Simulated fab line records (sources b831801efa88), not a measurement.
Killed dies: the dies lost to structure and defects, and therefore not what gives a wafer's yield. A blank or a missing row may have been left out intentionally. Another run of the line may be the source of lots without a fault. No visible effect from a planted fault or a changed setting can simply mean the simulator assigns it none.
fab line records    flow gf180mcu
record lots=14  wafers=42  lastDay=34
route steps=602 shown V4@501 MIM@511 M5@530
lots untouched by any fault: they come from a run of this same line in which no faults occurred
startH: hours from the record's opening day to when the first of the lot's shown wafers began    waitH: hours from the lot's prior step to this one    " identical to the entry in the row above    L1.1+2: several wafers, shown together as one row    - no value present, or no start provided    * or withheld: withheld    < > ~ a bound
route shown NAME@n: NAME is a module with steps in the file, n the number in the route of the first one    usual: the fault-free wafers' mean and standard deviation    same: alike in all rows    chamber/n: place in a boat    sites: each site's reading    _std_site: the standard deviation of these    _edge_site: the outer-site mean with the inner-site mean subtracted    radiusMm: for every site, how far away it sits from the centre of the wafer    mask NAME#n: copy n    behind: the last tool/chamber to shape the wafer    hold: what put the lot on hold/how long, in hours/how the hold closed    device: which transistor (n, p or np) failed to switch    end of line: tests run on the same wafers once the route is complete    a step with no rows: only its recipe    killed: count of dies lost to structure and defects at first sort (not the wafer's yield)    map: per-die view of a wafer (x killed, . not killed, _ where there is no die)
set.NAME: the setting that was run; set.NAME@STEP: the one run at that earlier step    model.NAME: the simulator's own value behind a step, which no gauge read
route steps across a sampled set of lots; one table per step, one row per wafer
services: when a tool's chamber went out of use (startH, in hours from the record's first day, below 0 if earlier), for how many hours, and the reason
## steps
# step GF_V4_THK_MEAS_25
# recipe thkMeasGauge=xrf  reads=W_of_V4_CVD_23
# usual V4_W_THK=353/4
lot.wafer  tool          chamber  startH  waitH  V4_W_THK[nm]
L400.2     filmMetro-02  -        573.17  0.1    352
L400.3     "             -        "       "      349
L400.5     "             -        "       "      354
L402.1     filmMetro-02  -        591.09  0.1    353
L402.2     "             -        "       "      348
L402.4     "             -        "       "      358
L404.2     filmMetro-04  -        598.93  0.1    359
L404.4     "             -        "       "      351
L404.6     "             -        "       "      350
L405.1     filmMetro-01  -        615.94  0.1    355
L405.3     "             -        "       "      356
L405.4     "             -        "       "      355
L410.1     filmMetro-04  -        644.90  0.1    353
L410.3     "             -        "       "      350
L410.6     "             -        "       "      350
L411.3     filmMetro-01  -        645.92  0.1    347
L411.4     "             -        "       "      349
L411.6     "             -        "       "      347
L412.2     filmMetro-02  -        665.86  0.1    356
L412.4     "             -        "       "      356
L412.6     "             -        "       "      359
L413.1     filmMetro-04  -        679.81  0.1    358
L413.4     "             -        "       "      347
L413.6     "             -        "       "      354
L417.1     filmMetro-04  -        695.95  0.1    359
L417.4     "             -        "       "      352
L417.6     "             -        "       "      358
L418.1     filmMetro-04  -        702.48  0.1    355
L418.2     "             -        "       "      349
L418.6     "             -        "       "      351
L420.1     filmMetro-02  -        718.91  0.1    343
L420.3     "             -        "       "      357
L420.6     "             -        "       "      352
L421.3     filmMetro-04  -        721.07  0.1    356
L421.4     "             -        "       "      359
L421.6     "             -        "       "      356
L422.4     filmMetro-04  -        724.61  0.1    352
L422.5     "             -        "       "      355
L422.6     "             -        "       "      351
L423.1     filmMetro-01  -        736.45  0.1    348
L423.4     "             -        "       "      345
L423.5     "             -        "       "      345
# step GF_MIM_SPUTTER_08
# recipe material=AlCu  targetThkNm=200  powerW=10600  timeS=10.93  chamberPressurePa=0.4
# usual throttleValvePct=30.0/1.5
lot.wafer  tool           chamber  startH  waitH  throttleValvePct
L400.2     pvdSputter-03  -        573.88  0.0    32.2
L400.3     "              -        "       "      29.7
L400.5     "              -        "       "      30.3
L402.1     pvdSputter-01  -        591.81  0.0    27.3
L402.2     "              -        "       "      32.3
L402.4     "              -        "       "      28.2
L404.2     pvdSputter-03  -        599.63  0.0    32.2
L404.4     "              -        "       "      30.2
L404.6     "              -        "       "      30.2
L405.1     pvdSputter-02  -        616.66  0.0    31.9
L405.3     "              -        "       "      29.6
L405.4     "              -        "       "      31.2
L410.1     pvdSputter-02  -        645.62  0.0    32.0
L410.3     "              -        "       "      29.5
L410.6     "              -        "       "      31.7
L411.3     pvdSputter-01  -        646.66  0.0    32.3
L411.4     "              -        "       "      27.8
L411.6     "              -        "       "      27.1
L412.2     pvdSputter-02  -        666.81  0.0    29.6
L412.4     "              -        "       "      28.9
L412.6     "              -        "       "      29.6
L413.1     pvdSputter-02  -        680.53  0.0    29.4
L413.4     "              -        "       "      28.9
L413.6     "              -        "       "      29.0
L417.1     pvdSputter-02  -        696.67  0.0    31.9
L417.4     "              -        "       "      31.7
L417.6     "              -        "       "      31.0
L418.1     pvdSputter-03  -        703.20  0.0    30.2
L418.2     "              -        "       "      29.0
L418.6     "              -        "       "      28.9
L420.1     pvdSputter-03  -        719.63  0.0    32.4
L420.3     "              -        "       "      30.0
L420.6     "              -        "       "      30.3
L421.3     pvdSputter-01  -        721.77  0.0    30.5
L421.4     "              -        "       "      28.1
L421.6     "              -        "       "      27.0
L422.4     pvdSputter-02  -        725.30  0.0    28.8
L422.5     "              -        "       "      31.9
L422.6     "              -        "       "      29.0
L423.1     pvdSputter-02  -        737.16  0.0    31.5
L423.4     "              -        "       "      31.0
L423.5     "              -        "       "      31.8
# step GF_MIM_SPUTTER_09
# recipe material=TiN  targetThkNm=35  powerW=6500  timeS=29.2  chamberPressurePa=0.4
# usual throttleValvePct=30.0/1.5
lot.wafer  tool           chamber  startH  waitH  throttleValvePct
L400.2     pvdSputter-03  -        573.90  0.0    32.1
L400.3     "              -        "       "      29.4
L400.5     "              -        "       "      30.0
L402.1     pvdSputter-01  -        591.83  0.0    27.1
L402.2     "              -        "       "      32.4
L402.4     "              -        "       "      28.1
L404.2     pvdSputter-03  -        599.66  0.0    32.1
L404.4     "              -        "       "      30.1
L404.6     "              -        "       "      30.1
L405.1     pvdSputter-02  -        616.68  0.0    31.8
L405.3     "              -        "       "      29.7
L405.4     "              -        "       "      30.8
L410.1     pvdSputter-02  -        645.65  0.0    32.0
L410.3     "              -        "       "      29.7
L410.6     "              -        "       "      31.9
L411.3     pvdSputter-01  -        646.68  0.0    32.4
L411.4     "              -        "       "      28.2
L411.6     "              -        "       "      27.2
L412.2     pvdSputter-02  -        666.83  0.0    29.5
L412.4     "              -        "       "      28.9
L412.6     "              -        "       "      29.3
L413.1     pvdSputter-02  -        680.55  0.0    29.7
L413.4     "              -        "       "      29.0
L413.6     "              -        "       "      29.0
L417.1     pvdSputter-02  -        696.69  0.0    31.3
L417.4     "              -        "       "      32.1
L417.6     "              -        "       "      30.9
L418.1     pvdSputter-03  -        703.22  0.0    30.1
L418.2     "              -        "       "      29.2
L418.6     "              -        "       "      29.1
L420.1     pvdSputter-03  -        719.65  0.0    32.4
L420.3     "              -        "       "      30.5
L420.6     "              -        "       "      30.4
L421.3     pvdSputter-01  -        721.79  0.0    30.3
L421.4     "              -        "       "      28.2
L421.6     "              -        "       "      27.2
L422.4     pvdSputter-02  -        725.32  0.0    29.2
L422.5     "              -        "       "      31.7
L422.6     "              -        "       "      28.9
L423.1     pvdSputter-02  -        737.19  0.0    31.7
L423.4     "              -        "       "      31.0
L423.5     "              -        "       "      31.8
# step GF_M5_EXPOSE_04
# recipe maskId=Metal5  targetCdNm=280  na=0.68  sourceShape=conventional  sigmaOuter=0.6  doseMj=28
# usual exposureDoseMJCm2=27.949/0.027  focusOffsetNm=0.0/0.53  sigmaOuter=0.6/0  stageVelMmS=500.03/0.27
lot.wafer  tool           chamber  startH  waitH  mask      exposureDoseMJCm2  focusOffsetNm  sigmaOuter  stageVelMmS
L400.2     krfScanner-02  0        606.23  -      Metal5#0  27.964             -0.3           0.6         499.81
L400.3     "              0        "       "      Metal5#0  27.939             -0.5           0.6         499.62
L400.5     "              0        "       "      Metal5#0  27.964             -0.4           0.6         499.83
L402.1     krfScanner-02  0        623.11  -      Metal5#0  27.879             0.9            0.6         499.85
L402.2     "              0        "       "      Metal5#0  27.947             0.7            0.6         500.10
L402.4     "              0        "       "      Metal5#0  27.967             -0.6           0.6         499.67
L404.2     krfScanner-02  0        631.64  -      Metal5#0  27.947             0.5            0.6         500.65
L404.4     "              0        "       "      Metal5#0  27.962             0.4            0.6         500.11
L404.6     "              0        "       "      Metal5#0  27.978             0.8            0.6         500.32
L405.1     krfScanner-02  0        647.87  -      Metal5#0  27.970             -0.1           0.6         499.72
L405.3     "              0        "       "      Metal5#0  27.952             0.0            0.6         499.64
L405.4     "              0        "       "      Metal5#0  27.925             -0.3           0.6         499.85
L410.1     krfScanner-01  -        675.67  -      Metal5#0  -                  -              -           -
L410.3     "              -        "       "      Metal5#0  -                  -              -           -
L410.6     "              -        "       "      Metal5#0  -                  -              -           -
L411.3     krfScanner-02  -        676.31  -      Metal5#0  -                  -              -           -
L411.4     "              -        "       "      Metal5#0  -                  -              -           -
L411.6     "              -        "       "      Metal5#0  -                  -              -           -
L412.2     krfScanner-02  0        695.66  -      Metal5#0  27.949             -0.3           0.6         500.69
L412.4     "              0        "       "      Metal5#0  27.979             0.6            0.6         500.27
L412.6     "              0        "       "      Metal5#0  27.946             -0.1           0.6         500.14
L413.1     krfScanner-01  0        709.37  -      Metal5#0  27.966             -0.1           0.6         500.01
L413.4     "              0        "       "      Metal5#0  27.952             -0.1           0.6         500.22
L413.6     "              0        "       "      Metal5#0  27.979             0.2            0.6         500.12
L417.1     krfScanner-02  0        724.41  -      Metal5#0  28.001             1.0            0.6         499.62
L417.4     "              0        "       "      Metal5#0  27.994             0.0            0.6         499.75
L417.6     "              0        "       "      Metal5#0  27.927             -0.1           0.6         499.88
L418.1     krfScanner-01  0        730.07  -      Metal5#0  27.952             0.3            0.6         500.00
L418.2     "              0        "       "      Metal5#0  27.936             0.2            0.6         499.70
L418.6     "              0        "       "      Metal5#0  27.902             0.9            0.6         499.96
L420.1     krfScanner-01  0        746.82  -      Metal5#0  27.885             1.2            0.6         500.29
L420.3     "              0        "       "      Metal5#0  27.917             -0.4           0.6         500.38
L420.6     "              0        "       "      Metal5#0  27.913             0.0            0.6         500.12
L421.3     krfScanner-02  0        748.36  -      Metal5#0  27.944             0.0            0.6         500.32
L421.4     "              0        "       "      Metal5#0  27.946             -0.4           0.6         500.38
L421.6     "              0        "       "      Metal5#0  27.968             0.0            0.6         500.19
L422.4     krfScanner-01  0        751.48  -      Metal5#0  27.909             -0.2           0.6         499.85
L422.5     "              0        "       "      Metal5#0  27.969             -0.4           0.6         500.02
L422.6     "              0        "       "      Metal5#0  27.936             0.4            0.6         499.53
L423.1     krfScanner-02  0        762.59  -      Metal5#0  27.934             0.8            0.6         499.72
L423.4     "              0        "       "      Metal5#0  27.954             0.5            0.6         500.29
L423.5     "              0        "       "      Metal5#0  27.938             0.2            0.6         500.05
## services
tool           chamber  startH  hours  kind
krfScanner-01  -        553.06  1.0    pm
krfScanner-02  -        556.36  1.0    pm
pvdSputter-02  -        557.69  23.7   repair
pvdSputter-02  -        566.37  4.5    repair
pvdSputter-01  -        606.07  0.5    repair
krfScanner-02  -        606.76  1.3    repair
krfScanner-01  -        608.16  2.4    repair
krfScanner-02  -        618.13  0.8    pm
krfScanner-01  0        629.57  -      calibration
pvdSputter-03  -        630.62  3.0    repair
krfScanner-02  -        639.63  1.3    pm
pvdSputter-03  -        642.31  2.1    repair
krfScanner-01  -        646.88  0.8    pm
krfScanner-01  -        663.57  2.3    repair
krfScanner-02  0        688.93  -      calibration
krfScanner-01  -        722.06  1.0    pm
krfScanner-01  -        725.04  1.3    pm
krfScanner-02  -        726.34  1.0    pm
pvdSputter-03  -        726.71  3.0    repair
pvdSputter-02  -        726.74  3.4    repair
krfScanner-02  -        727.45  1.3    repair
pvdSputter-03  -        744.10  1.1    repair
## key
firstSign step=GF_M5_EXPOSE_04  reading=toolRecord  direction=missing
effect none on later readings
metAt GF_M5_EXPOSE_04
struckLots L410,L411
laterRowsLeftOut L410.1,L410.3,L410.6,L411.3,L411.4,L411.6
sortLeftOut L410.1,L410.3,L410.6,L411.3,L411.4,L411.6
notActingAt GF_V4_THK_MEAS_25,GF_MIM_SPUTTER_08,GF_MIM_SPUTTER_09
onsetBetween 647.87 675.67
fault kind=skippedStepWhole  tool=krfScanner-01,krfScanner-02  chamber=-  onsetH=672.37  steps=GF_M5_EXPOSE_04  scope=struckLotsOnly
# sortLeftOut: the simulated sort isn't trusted on such a fault, so these wafers' sort isn't shown, and their yield isn't known
# laterRowsLeftOut: the simulator's readings of these wafers behind a module that went badly wrong aren't trusted and aren't shown, but for the sort
